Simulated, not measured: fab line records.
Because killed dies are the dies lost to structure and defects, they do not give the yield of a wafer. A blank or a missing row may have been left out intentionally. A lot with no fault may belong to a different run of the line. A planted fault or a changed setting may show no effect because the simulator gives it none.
A lot that was struck, set against a sound lot ; flow gf180mcu ; 18 steps out of a route of 602
Sound: these wafers, L503.1, L503.5, L503.6. Struck: wafers L508.1, L508.2, L508.5. Last of all comes the cause.
Order at every step that has rows: each side's tool, ch and its chambers, its first start. Under that, the readings that differ: sound wafers ; struck wafers ; difference of the means ; sigmas: that difference in standard deviations of wafers without a fault.
alike: a reading whose means differ by less than 2 such deviations, as well as words and numbers matching on both sides. not compared: withheld readings; readings where some wafer has no value; bounds like >300 that might hide an equal value; numbers whose values overlap and for which the record gives no deviation.
The two part at a step that has a row with sigmas, a row that says differs or no value, or rows on one side only. Numbers that have no deviation but don't overlap get no sigmas and don't part them. A reading missing from all wafers of one side parts the sides only when that side holds two or more wafers.

first, 3 steps without rows for these wafers: GF_V3_EXPOSE_11 (exposes mask Via3, target cd 260 nm); GF_V3_PEB_12 (peb time 90 s); GF_V3_DEVELOP_13 (develop time 60 s).
GF_V3_CD_MEAS_14 targets a cd of 260 nm.
  struck on cd sem-02, day 25 03:44; sound on cd sem-02, day 23 08:07
  alike: cd nm
GF_V3_OVL_MEAS_15:
  struck on overlay-02, day 25 03:52; sound on overlay-01, day 23 08:14
  alike: V3_OVL
GF_V3_ETCH_16: etches BARC in N2/H2.
  sound on rie diel-02 ch 2,3, day 23 08:16; struck on rie diel-02 ch 1,3, day 25 03:53
  alike: drypump motor current A, oes product au, throttle valve pct
GF_V3_ETCH_17: etches SiO2 in C4F8/O2/Ar, stops on TiN, target depth 635 nm.
  sound on rie diel-02 ch 2,3; struck on rie diel-02 ch 1,3
  alike: oes product au
GF_V3_STRIP_18: strips in O2/N2.
  sound on plasma asher-03 ch 0,1, day 23 08:23; struck on plasma asher-04 ch 0,1, day 25 04:01
  alike: drypump motor current A, heater power w, oes product au
  not compared: rf hours counter h
then, 3 steps without rows for these wafers: GF_V3_STRIP_19 (strips in post etch residue remover, time 1200 s); GF_V3_CLEAN_20 (cleans in DIW); GF_V3_SPUTTER_21 (material Ti, target thk 15 nm, time 80.02 s).
GF_V3_SPUTTER_22: material TiN, target thk 10 nm, time 40 s.
  struck on pvd sputter-02, day 25 04:37; sound on pvd sputter-02, day 23 08:59
  alike: chamber pressure pa, throttle valve pct
GF_V3_CVD_23: deposits W, target thk 350 nm, time 104.9 s.
  sound on cvd w-02 ch 0,1, day 23 09:02; struck on cvd w-02 ch 0,1, day 25 04:40
reading;sound;struck;difference;sigmas
susceptor temp C (C);400.08 400.23 400.15;412.63 412.92 412.70;+12.60;+60
model.W_of_V3_CVD_23.thk nm (nm);357.9 346.8 353.1;441.4 450.1 455;+96.2;
  alike: heater power w
  not compared: since wet clean h
GF_V3_RS_MEAS_24: uses a four-point probe to measure.
  struck on film metro-03, day 25 04:46; sound on film metro-04, day 23 09:08
reading;sound;struck;difference;sigmas
V3_W_RS (ohm/sq);0.320 0.331 0.324;0.259 0.254 0.251;-0.070;-14
GF_V3_THK_MEAS_25: measures by xrf.
  struck on film metro-03, day 25 04:53; sound on film metro-04, day 23 09:16
reading;sound;struck;difference;sigmas
V3_W_THK (nm);340 331 336;407 412 419;+77;+14
GF_V3_CMP_26: polishes, stops on SiO2, t overpolish 15 s, target thk 0 nm.
  sound on cmp-01 ch 0,1,3, day 23 09:28; struck on cmp-01 ch 0,2,3, day 25 04:57
reading;sound;struck;difference;sigmas
time to endpoint s (s);84 81 81;107 115 111;+29;+10
  alike: motor current A
GF_M4_SPUTTER_00: material Ti, target thk 37.5 nm, time 150 s.
  struck on pvd sputter-01, day 25 05:15; sound on pvd sputter-04, day 23 09:37
  alike: chamber pressure pa, throttle valve pct
GF_PASSIVATION_PROBE_99:
  sound wafers here have rows in the record (prober-02, day 30 02:17); struck ones have none

WHERE THEY PART
First at GF_V3_CVD_23; last, within this record, at GF_PASSIVATION_PROBE_99.

WHY: what the simulator had put in
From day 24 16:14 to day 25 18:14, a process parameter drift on cvd w-02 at GF_V3_CVD_23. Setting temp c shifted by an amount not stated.
